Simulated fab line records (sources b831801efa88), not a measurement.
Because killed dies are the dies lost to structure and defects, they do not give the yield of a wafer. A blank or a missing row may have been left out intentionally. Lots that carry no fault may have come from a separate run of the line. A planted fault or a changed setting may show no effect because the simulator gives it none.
A single fault, viewed from 2 desks    flow gf180mcu    each desk has only its own numbers; what lay behind them comes last

AT THE TOOL OWNER'S DESK: rie_diel-04
The tool's own readings at GF_STI_ETCH_13 (etches the open film in CHF3/O2, stops on Si, target depth 282.31 nm, time 112.9 s): means of the sampled wafers that have a number, for each lot that ran on this tool. Any lot whose mean is over 4 standard deviations away from the usual mean is out of limits and marked OUT; that distance is given in the brackets.
Columns: A = O2_flow_sccm at GF_STI_ETCH_13, usual 5.000 sccm; B = bias_w at GF_STI_ETCH_13, usual 200.1 W; C = drypump_motor_current_A at GF_STI_ETCH_13, usual 5.6 A; D = oes_product_au at GF_STI_ETCH_13, usual 0.833 a.u.; E = throttle_valve_pct at GF_STI_ETCH_13, usual 8.810 %
lot   first seen here  A      B                C    D      E
L103  day 4 14:47      5.008  175.0 (-44) OUT  5.7  0.833  8.810
L106  day 5 05:59      5.012  175.7 (-43) OUT  6.0  0.833  8.814
This desk finds L103, L106 out of limits, L103 being first, at day 4 14:47 (bias_w at GF_STI_ETCH_13). In limits: none.

METROLOGY DESK
Means of the sampled wafers that have a number, per lot and without regard to the tool the lot ran on: this is what the gauges read. Any lot whose mean is over 4 standard deviations away from the usual mean is out of limits and marked OUT; that distance is given in the brackets.
Columns: A = MVPSD_OVL at GF_MVPSD_OVL_MEAS_07, usual 0.1 nm; B = MVSD_RS at GF_VT_IMPLANT_RS_MEAS_46, usual 456.1 ohm/sq
lot   first seen here  A     B
L992  day 4 23:20      1.5   454.6
L993  day 5 03:59      0.0   457.2
L994  day 5 11:02      1.4   454.4
L995  day 5 20:29      2.1   458.4
L996  day 6 00:14      -1.3  455.6
L997  day 6 07:07      -0.7  457.0
L999  day 6 22:35      0.7   456.6
L103  day 8 03:04      1.1   457.3
L106  day 8 17:02      0.5   456.1
L110  day 9 11:22      -0.4  455.7
L111  day 9 16:50      0.3   455.4
L112  day 10 05:37     0.7   457.2
L113  day 10 07:38     -2.6  456.1
Result from this desk: across the 13 lots, nothing is out of limits.

TAKEN TOGETHER
The tool owner's desk had the chance to raise an alarm at day 4 14:47 on L103, L106.
At the metrology desk, nothing out of limits was observed.
The metrology desk holds a record of L103, L106, inside its limits.
The lots listed all ran GF_STI_ETCH_13 on rie_diel-04.

WHAT THE SIMULATOR PUT IN
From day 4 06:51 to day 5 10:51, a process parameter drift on rie_diel-04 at GF_STI_ETCH_13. A move of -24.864 in setting bias_w, from 200. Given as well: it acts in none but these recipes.
Shown lots that were struck: L103, L106.
Time in hours from fault onset to the first out-of-limits reading at each desk: the tool owner's desk, 8.
